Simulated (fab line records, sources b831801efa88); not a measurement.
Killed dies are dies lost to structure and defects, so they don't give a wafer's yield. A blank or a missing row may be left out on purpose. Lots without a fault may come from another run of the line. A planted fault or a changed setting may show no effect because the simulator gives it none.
Which tool did it? | flow gf180mcu | 6 lots, 18 wafers sampled, at 3 steps of a route of 602

WHAT THE GAUGES READ, wafer by wafer
GF_V4_CD_MEAS_14: target cd 260 nm.
lot  | measured     | on        | cd_nm (nm)
L455 | day 25 12:55 | cd_sem-02 | 252.5 260.2 252.8
L465 | day 29 00:35 | cd_sem-02 | 261.8 260.8 261.8
L468 | day 29 14:56 | cd_sem-01 | 261.1 260.7 259.7
L469 | day 29 23:38 | cd_sem-01 | 262.2 261.9 261.7
L472 | day 30 20:47 | cd_sem-02 | 260.6 259.3 260.2
L474 | day 31 12:32 | cd_sem-01 | 258.6 257.9 259.5

WHICH TOOL RAN EACH LOT (tool, then ch and the chambers of the sampled wafers, then the start)
lot  | GF_M4_SPUTTER_00             | GF_V4_PEB_12
L455 | pvd_sputter-03, day 23 19:50 | litho_track-04 ch 0, day 25 12:35
L465 | pvd_sputter-01, day 27 08:32 | litho_track-02 ch 0, day 29 00:14
L468 | pvd_sputter-03, day 27 23:40 | litho_track-04 ch 0, day 29 14:37
L469 | pvd_sputter-04, day 28 08:07 | litho_track-04 ch 0, day 29 23:17
L472 | pvd_sputter-01, day 29 08:29 | litho_track-02 ch 0, day 30 20:26
L474 | pvd_sputter-04, day 29 23:14 | litho_track-04 ch 0, day 31 12:11
- GF_M4_SPUTTER_00: material Ti, target thk 37.5 nm, time 150 s.
- GF_V4_PEB_12: peb time 90 s.

THE ANSWER, worked out from the rows above alone
Rule: what is usual is taken from the lots themselves. Put in order of their means at a reading, lots are off if they are a third of the lots or fewer, leave a main group of 4 or more, and stand apart from it by a gap of 3 or more times the standard deviation of the main group's means; of several such gaps the widest counts. A main group whose means are all the same, to the digits that the tables above print for the reading, isn't used. A lot without any number at a reading at which 4 lots or more have one is off too. The other lots that the step has rows for count as sound.
Off: L455, at GF_V4_CD_MEAS_14 (cd_nm). The main group: mean 260.5 nm, standard deviation 1.1.
A tool fits if, at a process step before that reading, it ran every lot that is off, and no sound lot after the first of them. The gauges at GF_V4_CD_MEAS_14 are tried like those tools. None of those tried fits.

WHAT THE SIMULATOR HAD PUT IN
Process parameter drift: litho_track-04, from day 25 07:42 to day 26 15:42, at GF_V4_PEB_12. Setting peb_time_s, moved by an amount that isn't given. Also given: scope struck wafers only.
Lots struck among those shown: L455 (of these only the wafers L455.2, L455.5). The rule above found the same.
